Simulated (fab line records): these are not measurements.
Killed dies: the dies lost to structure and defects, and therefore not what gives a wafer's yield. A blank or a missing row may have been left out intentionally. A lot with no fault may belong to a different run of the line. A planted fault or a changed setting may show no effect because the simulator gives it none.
fab line records    flow sky130    part 1 of 2: steps 1 to 27 of 40
[record] lots = 5  wafers = 15  last_day = 50
route steps=708 shown CAP2M@612 METAL4@621 VIA4@639
lots untouched by any fault: they come from a run of this same line in which no faults occurred
start_h: hours from the record's first day to the start of the lot's first wafer shown    wait_h: time in hours since the lot's previous step    " the same as in the row above    L1.1+2: a row that stands for several wafers    - no value, or no start given    * or withheld: withheld    < > ~ a bound
route shown NAME@n: names a module that has steps shown in the file, with the first one's number in the route    usual: mean/standard deviation of fault-free wafers    same: alike in all rows    chamber/n: place in a boat    sites: readings site by site    _std_site: how widely they spread, as a standard deviation    _edge_site: inner sites' mean taken away from outer sites' mean    radius_mm: how far each site lies from the wafer's centre    mask NAME#n: copy n    behind: the last tool/chamber to shape the wafer    hold: cause of the lot's hold/its duration in hours/its outcome    device: the n, p or np transistor that did not switch    end of line: tests run on the same wafers once the route is complete    for a step that has no rows: nothing shown but its recipe    killed: count of dies lost to structure and defects at first sort (not the wafer's yield)    map: shows each die of a wafer: x if killed, . if not, _ if none is there
set.NAME: the setting the step ran with; set.NAME@STEP: the setting that earlier step ran with    model.NAME: the simulator's own value behind a step, which no gauge read
lots at selected steps of the route; one table per step, one row per wafer
services: a tool's chamber out of use, with start hour (start_h, from the record's first day; less than 0 if before it), hours out, and reason
[[steps]]
[step SKY_CAP2M_EXPOSE_09]
[recipe] mask_id = CAP2M  na = 0.6  source_shape = conventional  sigma_outer = 0.6  polarization = unpolarized  target_cd_nm = 1000  dose_mj = 161.1
[same] na = 0.6
lot.wafer   tool              chamber  start_h  wait_h  mask
L074.2+3+4  iline_stepper-02  0        -        -       CAP2M#0
L078.2+3+4  iline_stepper-01  0        -        -       CAP2M#0
L083.3+5+6  iline_stepper-02  0        -        -       CAP2M#0
L087.1+2+4  iline_stepper-02  0        -        -       CAP2M#0
L097.1+2+4  iline_stepper-01  0        -        -       CAP2M#0
[step SKY_CAP2M_PEB_10]
[recipe] temp_c = withheld  time_s = *  resist = NOVOLAK
lot.wafer   tool            chamber  start_h  wait_h
L074.2+3+4  litho_track-01  0        -        -
L078.2+3+4  litho_track-01  0        -        -
L083.3+5+6  litho_track-01  0        -        -
L087.1+2+4  litho_track-03  0        -        -
L097.1+2+4  litho_track-02  0        -        -
[step SKY_CAP2M_DEVELOP_11]
[recipe] resist = NOVOLAK  developer = TMAH  develop_time_s = 60  dev_temp_c = 23
lot.wafer   tool            chamber  start_h  wait_h
L074.2+3+4  litho_track-01  0        960.92   0.1
L078.2+3+4  litho_track-01  0        978.87   0.1
L083.3+5+6  litho_track-01  0        1025.95  0.1
L087.1+2+4  litho_track-03  0        1066.98  0.1
L097.1+2+4  litho_track-02  0        1110.94  0.1
[step SKY_CAP2M_OVL_MEAS_12]
[usual] CAP2M_OVL = -0.4/1.4
lot.wafer  tool        chamber  start_h  wait_h  CAP2M_OVL[nm]
L074.2     overlay-01  -        961.05   0.1     -3.1
L074.3     "           -        "        "       -2.2
L074.4     "           -        "        "       -1.1
L078.2     overlay-02  -        979.00   0.1     -0.7
L078.3     "           -        "        "       -0.2
L078.4     "           -        "        "       -0.6
L083.3     overlay-02  -        1026.06  0.1     0.5
L083.5     "           -        "        "       0.0
L083.6     "           -        "        "       0.8
L087.1     overlay-02  -        1067.13  0.1     1.1
L087.2     "           -        "        "       -0.4
L087.4     "           -        "        "       -0.4
L097.1     overlay-01  -        1111.09  0.1     -0.9
L097.2     "           -        "        "       -1.1
L097.4     "           -        "        "       -0.8
[step SKY_CAP2M_METAL_ETCH_13]
[recipe] target_depth_nm = 220  stop_on = SiO2  chemistry = Cl2/BCl3  target = TiN  pressure_mtorr = 10  icp_w = 900  bias_w = 48.5  Cl2_flow_sccm = 60  bcl3_flow_sccm = 30  time_s = 62.9
[usual] chamber_pressure_mTorr = 10.000/0.0098  drypump_motor_current_A = 5.7/0.47  oes_product_au = 0.939/0.0077  rf_fwd_power_W = 891.2/3  throttle_valve_pct = 21.901/0.0093
lot.wafer  tool          chamber  start_h  wait_h  chamber_pressure_mTorr  drypump_motor_current_A  oes_product_au  rf_fwd_power_W  rf_hours_counter_h  throttle_valve_pct
L074.2     rie_metal-03  0        961.08   0.0     10.000                  4.9                      0.944           894.0           12                  21.892
L074.3     "             0        "        "       10.000                  4.9                      0.951           892.6           -                   21.891
L074.4     "             1        "        "       10.005                  5.9                      0.939           891.3           -                   21.912
L078.2     rie_metal-02  1        979.03   0.0     10.016                  5.7                      0.953           895.0           19                  21.910
L078.3     "             0        "        "       10.012                  6.2                      0.947           891.4           -                   21.903
L078.4     "             1        "        "       10.010                  5.7                      0.944           890.1           -                   21.896
L083.3     rie_metal-03  1        1026.11  0.0     10.008                  5.8                      0.940           889.5           -                   21.891
L083.5     "             0        "        "       9.993                   4.9                      0.943           893.3           -                   21.889
L083.6     "             1        "        "       10.016                  5.9                      0.946           891.4           -                   21.900
L087.1     rie_metal-03  1        1067.17  0.0     9.980                   5.8                      0.943           890.5           11                  21.899
L087.2     "             0        "        "       9.986                   4.9                      0.930           890.0           19                  21.904
L087.4     "             0        "        "       9.995                   4.9                      0.936           894.2           -                   21.894
L097.1     rie_metal-03  1        1111.13  0.0     10.009                  5.9                      0.956           892.8           14                  21.892
L097.2     "             0        "        "       10.003                  4.8                      0.956           893.4           22                  21.903
L097.4     "             1        "        "       10.001                  5.9                      0.955           891.5           -                   21.895
[step SKY_CAP2M_STRIP_14]
[recipe] chemistry = O2/N2  power_w = 1400  pressure_mtorr = 1500  platen_temp_c = withheld  o2_flow_sccm = 3000  n2_flow_sccm = 300  overash_fraction = 0.5
[usual] chamber_pressure_mTorr = 1500.0/1.2  drypump_motor_current_A = 5.58/0.18  oes_product_au = 0.710/0.0046  strip_time_to_endpoint_s = 12.63/0.042
[same] overash_fraction = 0.5
lot.wafer  tool             chamber  start_h  wait_h  chamber_pressure_mTorr  drypump_motor_current_A  oes_product_au  rf_hours_counter_h  strip_time_to_endpoint_s
L074.2     plasma_asher-01  1        961.16   0.1     1499.7                  5.48                     0.704           85                  12.63
L074.3     "                1        "        "       1501.0                  5.47                     0.707           -                   12.67
L074.4     "                0        "        "       1499.9                  5.45                     0.713           -                   12.68
L078.2     plasma_asher-01  0        979.11   0.1     1499.1                  5.45                     0.718           87                  12.60
L078.3     "                1        "        "       1500.0                  5.47                     0.705           -                   12.71
L078.4     "                0        "        "       1499.8                  5.44                     0.721           -                   12.64
L083.3     plasma_asher-02  0        1026.19  0.1     1501.7                  5.63                     0.707           -                   12.68
L083.5     "                1        "        "       1499.9                  5.49                     0.712           -                   12.66
L083.6     "                0        "        "       1501.8                  5.59                     0.711           -                   12.73
L087.1     plasma_asher-01  1        1067.24  0.1     1499.4                  5.47                     0.714           97                  12.60
L087.2     "                0        "        "       1500.9                  5.44                     0.718           97                  12.62
L087.4     "                0        "        "       1500.2                  5.43                     0.716           -                   12.59
L097.1     plasma_asher-01  1        1111.20  0.1     1500.0                  5.46                     0.708           101                 12.63
L097.2     "                0        "        "       1499.0                  5.47                     0.715           101                 12.57
L097.4     "                1        "        "       1500.5                  5.46                     0.709           -                   12.58
[step SKY_CAP2M_STRIP_15]
[recipe] chemistry = post_etch_residue_remover  time_s = 1200  temp_c = 72.5
lot.wafer   tool          chamber  start_h  wait_h
L074.2+3+4  wet_bench-02  2        961.26   0.1
L078.2+3+4  wet_bench-03  3        979.21   0.1
L083.3+5+6  wet_bench-02  1        1026.26  0.0
L087.1+2+4  wet_bench-01  1        1067.34  0.1
L097.1+2+4  wet_bench-01  2        1111.30  0.1
[step SKY_CAP2M_CLEAN_16]
[recipe] chemistry = IPA  time_s = 180  temp_c = 25
lot.wafer   tool          chamber  start_h  wait_h
L074.2+3+4  wet_bench-03  0        961.94   0.0
L078.2+3+4  wet_bench-02  2        979.55   0.0
L083.3+5+6  wet_bench-01  3        1026.60  0.0
L087.1+2+4  wet_bench-02  3        1068.03  0.0
L097.1+2+4  wet_bench-03  0        1111.65  0.0
[step SKY_CAP2M_CLEAN_17]
[recipe] chemistry = O3/DIW  dry = n2_spin
lot.wafer   tool          chamber  start_h  wait_h
L074.2+3+4  wet_bench-02  1        962.00   0.0
L078.2+3+4  wet_bench-01  2        979.61   0.0
L083.3+5+6  wet_bench-03  0        1026.72  0.0
L087.1+2+4  wet_bench-03  1        1068.08  0.0
L097.1+2+4  wet_bench-01  0        1111.70  0.0
[step SKY_METAL4_DEHYDRATE_05]
[recipe] temp_c = 200  time_s = 60
lot.wafer   tool            chamber  start_h  wait_h
L074.2+3+4  litho_track-04  0        973.12   11.0
L078.2+3+4  litho_track-02  0        990.82   11.0
L083.3+5+6  litho_track-02  0        1037.84  11.0
L087.1+2+4  litho_track-04  0        1078.49  10.3
L097.1+2+4  litho_track-02  0        1120.89  9.1
[step SKY_METAL4_HMDS_06]
[recipe] prime_time_s = 60  prime_temp_c = 120
lot.wafer   tool            chamber  start_h  wait_h
L074.2+3+4  litho_track-04  0        973.27   0.1
L078.2+3+4  litho_track-02  0        990.97   0.1
L083.3+5+6  litho_track-02  0        1037.99  0.1
L087.1+2+4  litho_track-04  0        1078.64  0.1
L097.1+2+4  litho_track-02  0        1121.04  0.1
[step SKY_METAL4_COAT_07]
[recipe] resist = BARC  temp_c = withheld  time_s = withheld  spin_rpm = 3000  resist_thk_nm = 60
lot.wafer   tool            chamber  start_h  wait_h
L074.2+3+4  litho_track-04  0        973.42   0.1
L078.2+3+4  litho_track-02  0        991.12   0.1
L083.3+5+6  litho_track-02  0        1038.14  0.1
L087.1+2+4  litho_track-04  0        1078.79  0.1
L097.1+2+4  litho_track-02  0        1121.19  0.1
[step SKY_METAL4_COAT_08]
[recipe] resist = KrF-thick  spin_rpm = 3000  resist_thk_nm = 1140
lot.wafer   tool            chamber  start_h  wait_h
L074.2+3+4  litho_track-04  0        -        -
L078.2+3+4  litho_track-02  0        -        -
L083.3+5+6  litho_track-02  0        -        -
L087.1+2+4  litho_track-04  0        -        -
L097.1+2+4  litho_track-02  0        -        -
[step SKY_METAL4_SOFTBAKE_09]
[recipe] temp_c = 100  time_s = 90  resist = KrF-thick
lot.wafer   tool            chamber  start_h  wait_h
L074.2+3+4  litho_track-04  0        -        -
L078.2+3+4  litho_track-02  0        -        -
L083.3+5+6  litho_track-02  0        -        -
L087.1+2+4  litho_track-04  0        -        -
L097.1+2+4  litho_track-02  0        -        -
[step SKY_METAL4_EXPOSE_10]
[recipe] mask_id = MM4  na = 0.68  source_shape = annular  sigma_inner = 0.4  sigma_outer = 0.8  target_cd_nm = 300  dose_mj = 28
[same] na = 0.68
lot.wafer   tool            chamber  start_h  wait_h  mask
L074.2+3+4  krf_scanner-02  0        -        -       MM4#0
L078.2+3+4  krf_scanner-01  0        -        -       MM4#0
L083.3+5+6  krf_scanner-02  0        -        -       MM4#0
L087.1+2+4  krf_scanner-01  0        -        -       MM4#0
L097.1+2+4  krf_scanner-02  0        -        -       MM4#0
[step SKY_METAL4_PEB_11]
[recipe] peb_temp_c = withheld  peb_time_s = withheld  resist = KrF-thick
lot.wafer   tool            chamber  start_h  wait_h
L074.2+3+4  litho_track-02  0        -        -
L078.2+3+4  litho_track-04  0        -        -
L083.3+5+6  litho_track-02  0        -        -
L087.1+2+4  litho_track-01  0        -        -
L097.1+2+4  litho_track-02  0        -        -
[step SKY_METAL4_DEVELOP_12]
[recipe] develop_time_s = 60  resist = KrF-thick  dev_temp_c = 21
lot.wafer   tool            chamber  start_h  wait_h
L074.2+3+4  litho_track-02  0        -        -
L078.2+3+4  litho_track-04  0        -        -
L083.3+5+6  litho_track-02  0        -        -
L087.1+2+4  litho_track-01  0        -        -
L097.1+2+4  litho_track-02  0        -        -
[step SKY_METAL4_CD_MEAS_13]
[recipe] target_cd_nm = 300
[usual] cd_nm = 300.0/1.4
lot.wafer  tool       chamber  start_h  wait_h  cd_nm
L074.2     cd_sem-01  -        986.01   -       297.9
L074.3     "          -        "        "       297.7
L074.4     "          -        "        "       299.0
L078.2     cd_sem-02  -        1003.41  -       299.6
L078.3     "          -        "        "       302.2
L078.4     "          -        "        "       301.2
L083.3     cd_sem-02  -        1049.83  -       301.7
L083.5     "          -        "        "       299.7
L083.6     "          -        "        "       301.5
L087.1     cd_sem-02  -        1089.35  -       299.4
L087.2     "          -        "        "       300.0
L087.4     "          -        "        "       298.8
L097.1     cd_sem-02  -        1131.35  -       302.4
L097.2     "          -        "        "       302.2
L097.4     "          -        "        "       301.8
[step SKY_METAL4_OVL_MEAS_14]
[usual] METAL4_OVL = -3/4.7
lot.wafer  tool        chamber  start_h  wait_h  METAL4_OVL[nm]
L074.2     overlay-01  -        986.12   0.1     -6
L074.3     "           -        "        "       -13
L074.4     "           -        "        "       -9
L078.2     overlay-01  -        1003.52  0.1     -8
L078.3     "           -        "        "       -9
L078.4     "           -        "        "       -8
L083.3     overlay-01  -        1049.92  0.1     -6
L083.5     "           -        "        "       -3
L083.6     "           -        "        "       -7
L087.1     overlay-02  -        1089.47  0.1     3
L087.2     "           -        "        "       0
L087.4     "           -        "        "       3
L097.1     overlay-01  -        1131.47  0.1     -6
L097.2     "           -        "        "       -4
L097.4     "           -        "        "       -8
[step SKY_METAL4_DESCUM_15]
[recipe] chemistry = O2  source_power_w = 150  bias_power_w = 0  pressure_mtorr = 10  temp_c = 40  time_s = 8
[usual] chamber_pressure_mTorr = 9.999/0.014  drypump_motor_current_A = 5.7/0.35  oes_product_au = 1.006/0.01  rf_fwd_power_W = 146.7/0.56
lot.wafer  tool          chamber  start_h  wait_h  chamber_pressure_mTorr  drypump_motor_current_A  oes_product_au  rf_fwd_power_W  rf_hours_counter_h
L074.2     rie_metal-01  0        986.15   0.0     9.998                   5.5                      0.975           146.8           20
L074.3     "             1        "        "       10.003                  5.1                      0.993           146.4           -
L074.4     "             0        "        "       10.011                  5.5                      0.976           147.3           -
L078.2     rie_metal-01  0        1003.55  0.0     10.009                  5.5                      0.991           146.5           21
L078.3     "             0        "        "       9.995                   5.5                      0.989           147.6           -
L078.4     "             1        "        "       10.001                  5.1                      0.998           147.6           -
L083.3     rie_metal-01  0        1049.96  0.0     9.987                   5.5                      0.987           147.0           -
L083.5     "             1        "        "       9.980                   5.1                      1.000           147.2           -
L083.6     "             0        "        "       9.994                   5.5                      0.992           147.2           -
L087.1     rie_metal-02  1        1089.50  0.0     10.017                  5.7                      1.011           146.7           6
L087.2     "             0        "        "       9.996                   6.1                      1.000           146.9           18
L087.4     "             1        "        "       10.022                  5.7                      1.004           146.3           -
L097.1     rie_metal-02  1        1131.51  0.0     9.987                   5.7                      1.017           146.2           10
L097.2     "             0        "        "       9.986                   6.2                      1.001           147.0           22
L097.4     "             1        "        "       10.012                  5.8                      1.002           146.8           -
[step SKY_METAL4_ETCH_16]
[recipe] chemistry = N2/H2  target = BARC  ion_energy_ev = 200  bias_w = 100  pressure_mtorr = 30  n2_flow_sccm = 100  h2_flow_sccm = 200  icp_w = 500  stop_on = SiO2  time_s = 88.2  target_depth_a = 600
[usual] chamber_pressure_mTorr = 30.000/0.028  drypump_motor_current_A = 5.7/0.36  oes_product_au = 0.626/0.0048  rf_fwd_power_W = 496.3/1.5  throttle_valve_pct = 13.204/0.0096
lot.wafer  tool          chamber  start_h  wait_h  chamber_pressure_mTorr  drypump_motor_current_A  oes_product_au  rf_fwd_power_W  rf_hours_counter_h  throttle_valve_pct
L074.2     rie_metal-01  0        986.18   0.0     30.015                  5.5                      0.625           495.9           20                  13.200
L074.3     "             1        "        "       29.958                  5.1                      0.622           499.4           -                   13.203
L074.4     "             0        "        "       29.980                  5.5                      0.618           496.1           -                   13.210
L078.2     rie_metal-01  0        1003.58  0.0     29.991                  5.5                      0.621           495.6           21                  13.195
L078.3     "             0        "        "       30.037                  5.5                      0.628           492.3           -                   13.223
L078.4     "             1        "        "       29.997                  5.1                      0.628           496.1           -                   13.208
L083.3     rie_metal-01  0        1050.01  0.0     29.992                  5.5                      0.626           498.7           -                   13.213
L083.5     "             1        "        "       30.025                  5.1                      0.630           497.6           -                   13.212
L083.6     "             0        "        "       30.036                  5.5                      0.621           498.8           -                   13.199
L087.1     rie_metal-02  1        1089.53  0.0     29.986                  5.7                      0.625           497.3           6                   13.213
L087.2     "             0        "        "       30.016                  6.2                      0.626           494.9           18                  13.198
L087.4     "             1        "        "       30.003                  5.7                      0.628           498.6           -                   13.212
L097.1     rie_metal-02  1        1131.54  0.0     29.987                  5.7                      0.617           497.8           10                  13.216
L097.2     "             0        "        "       30.001                  6.2                      0.627           495.3           22                  13.231
L097.4     "             1        "        "       29.973                  5.8                      0.631           497.7           -                   13.195
[step SKY_METAL4_ETCH_17]
[recipe] target = SiO2  stop_on = TiN  chemistry = C4F8/O2/Ar  source_w = 1500  bias_w = 1200  pressure_mtorr = 40  c4f8_flow_sccm = withheld  O2_flow_sccm = 6  Ar_flow_sccm = 300  time_s = 4.033  target_depth_a = 150
[usual] chamber_pressure_mTorr = 40.00/0.037  oes_product_au = 0.740/0.0066  rf_fwd_power_W = 1471/8.1
lot.wafer  tool         chamber  start_h  wait_h  chamber_pressure_mTorr  oes_product_au  rf_fwd_power_W  rf_hours_counter_h
L074.2     rie_diel-01  2        986.28   0.1     40.06                   0.733           1460            17
L074.3     "            0        "        "       40.02                   0.735           1474            3
L074.4     "            1        "        "       39.98                   0.730           1464            5
L078.2     rie_diel-02  1        1003.68  0.1     40.02                   0.738           1467            8
L078.3     "            3        "        "       40.00                   0.729           1481            9
L078.4     "            0        "        "       40.00                   0.736           1472            17
L083.3     rie_diel-04  3        1050.08  0.0     40.03                   0.749           1469            8
L083.5     "            0        "        "       39.97                   0.751           1461            -
L083.6     "            1        "        "       39.97                   0.746           1483            -
L087.1     rie_diel-01  0        1089.63  0.1     40.00                   0.733           1481            6
L087.2     "            3        "        "       39.99                   0.728           1470            14
L087.4     "            0        "        "       39.98                   0.745           1484            -
L097.1     rie_diel-02  1        1131.64  0.1     40.03                   0.738           1472            12
L097.2     "            3        "        "       39.97                   0.742           1484            14
L097.4     "            2        "        "       39.98                   0.749           1465            16
[step SKY_METAL4_METAL_ETCH_18]
[recipe] target_depth_a = 8450  stop_on = SiO2  over_etch_frac = 0.3  time_s = 183.1  chemistry = Cl2/BCl3  resist_sidewall_deg = 88  pressure_mtorr = 10  icp_w = 900  bias_w = 48.5  Cl2_flow_sccm = 60  bcl3_flow_sccm = 30
[usual] chamber_pressure_mTorr = 10.001/0.0095  drypump_motor_current_A = 5.8/0.33  oes_product_au = 0.865/0.0053  rf_fwd_power_W = 896/3.1  throttle_valve_pct = 22.264/0.0093
[same] over_etch_frac = 0.3
lot.wafer  tool          chamber  start_h  wait_h  chamber_pressure_mTorr  drypump_motor_current_A  oes_product_au  rf_fwd_power_W  rf_hours_counter_h  throttle_valve_pct
L074.2     rie_metal-02  1        986.30   0.0     10.008                  5.7                      0.866           898             19                  22.258
L074.3     "             1        "        "       10.006                  5.7                      0.864           896             -                   22.277
L074.4     "             0        "        "       10.008                  6.2                      0.863           894             -                   22.272
L078.2     rie_metal-04  1        1003.70  0.0     9.995                   5.6                      0.864           900             13                  22.274
L078.3     "             0        "        "       10.011                  6.0                      0.860           897             -                   22.266
L078.4     "             1        "        "       10.017                  5.6                      0.870           899             -                   22.270
L083.3     rie_metal-02  1        1050.16  0.1     9.998                   5.7                      0.873           894             -                   22.268
L083.5     "             1        "        "       10.012                  5.7                      0.866           897             -                   22.259
L083.6     "             0        "        "       10.009                  6.1                      0.870           900             -                   22.264
L087.1     rie_metal-04  0        1089.65  0.0     10.012                  6.0                      0.872           893             10                  22.259
L087.2     "             0        "        "       9.991                   6.0                      0.870           892             -                   22.263
L087.4     "             0        "        "       10.018                  6.0                      0.868           893             -                   22.260
L097.1     rie_metal-01  1        1131.65  0.0     10.013                  5.1                      0.867           895             23                  22.258
L097.2     "             0        "        "       10.006                  5.5                      0.867           901             6                   22.274
L097.4     "             1        "        "       9.996                   5.1                      0.869           898             -                   22.267
[step SKY_METAL4_STRIP_19]
[recipe] chemistry = O2/N2  power_w = 1400  pressure_mtorr = 1500  platen_temp_c = withheld  o2_flow_sccm = 3000  n2_flow_sccm = 300  overash_fraction = 0.5
[usual] chamber_pressure_mTorr = 1500.1/1.3  drypump_motor_current_A = 5.6/0.35  oes_product_au = 0.499/0.0056  strip_time_to_endpoint_s = 6.47/0.093
[same] overash_fraction = 0.5
lot.wafer  tool             chamber  start_h  wait_h  chamber_pressure_mTorr  drypump_motor_current_A  oes_product_au  rf_hours_counter_h  strip_time_to_endpoint_s
L074.2     plasma_asher-03  0        986.47   0.1     1499.2                  6.0                      0.500           56                  6.62
L074.3     "                1        "        "       1501.0                  5.9                      0.500           -                   6.54
L074.4     "                0        "        "       1501.3                  6.0                      0.507           -                   6.62
L078.2     plasma_asher-04  1        1003.93  0.2     1500.1                  5.0                      0.496           122                 6.48
L078.3     "                0        "        "       1501.8                  5.3                      0.499           -                   6.42
L078.4     "                1        "        "       1500.6                  5.0                      0.507           -                   6.57
L083.3     plasma_asher-03  1        1050.31  0.1     1500.4                  5.9                      0.503           -                   6.52
L083.5     "                0        "        "       1502.1                  6.0                      0.502           -                   6.50
L083.6     "                1        "        "       1498.9                  5.9                      0.502           -                   6.49
L087.1     plasma_asher-01  0        1090.01  0.3     1499.6                  5.4                      0.497           99                  6.27
L087.2     "                1        "        "       1499.4                  5.5                      0.490           99                  6.28
L087.4     "                1        "        "       1497.7                  5.5                      0.485           -                   6.17
L097.1     plasma_asher-01  0        1131.83  0.1     1500.6                  5.5                      0.497           103                 6.54
L097.2     "                1        "        "       1501.5                  5.5                      0.505           103                 6.53
L097.4     "                0        "        "       1500.7                  5.4                      0.508           -                   6.57
[step SKY_METAL4_STRIP_20]
[recipe] chemistry = post_etch_residue_remover  time_s = 1200  temp_c = 72.5
lot.wafer   tool          chamber  start_h  wait_h
L074.2+3+4  wet_bench-04  0        986.57   0.1
L078.2+3+4  wet_bench-01  3        1004.03  0.1
L083.3+5+6  wet_bench-04  2        1050.37  0.0
L087.1+2+4  wet_bench-02  2        1090.11  0.1
L097.1+2+4  wet_bench-02  3        1131.93  0.1
[step SKY_METAL4_CLEAN_21]
[recipe] chemistry = IPA  time_s = 180  temp_c = 25
lot.wafer   tool          chamber  start_h  wait_h
L074.2+3+4  wet_bench-02  3        986.91   0.0
L078.2+3+4  wet_bench-04  0        1004.90  0.2
L083.3+5+6  wet_bench-02  0        1050.72  0.0
L087.1+2+4  wet_bench-01  1        1090.45  0.0
L097.1+2+4  wet_bench-02  0        1132.37  0.1
[step SKY_METAL4_CLEAN_22]
[recipe] chemistry = O3/DIW  dry = n2_spin
lot.wafer   tool          chamber  start_h  wait_h
L074.2+3+4  wet_bench-04  1        986.97   0.0
L078.2+3+4  wet_bench-01  2        1005.02  0.1
L083.3+5+6  wet_bench-04  2        1050.77  0.0
L087.1+2+4  wet_bench-02  1        1090.51  0.0
L097.1+2+4  wet_bench-04  2        1132.44  0.0
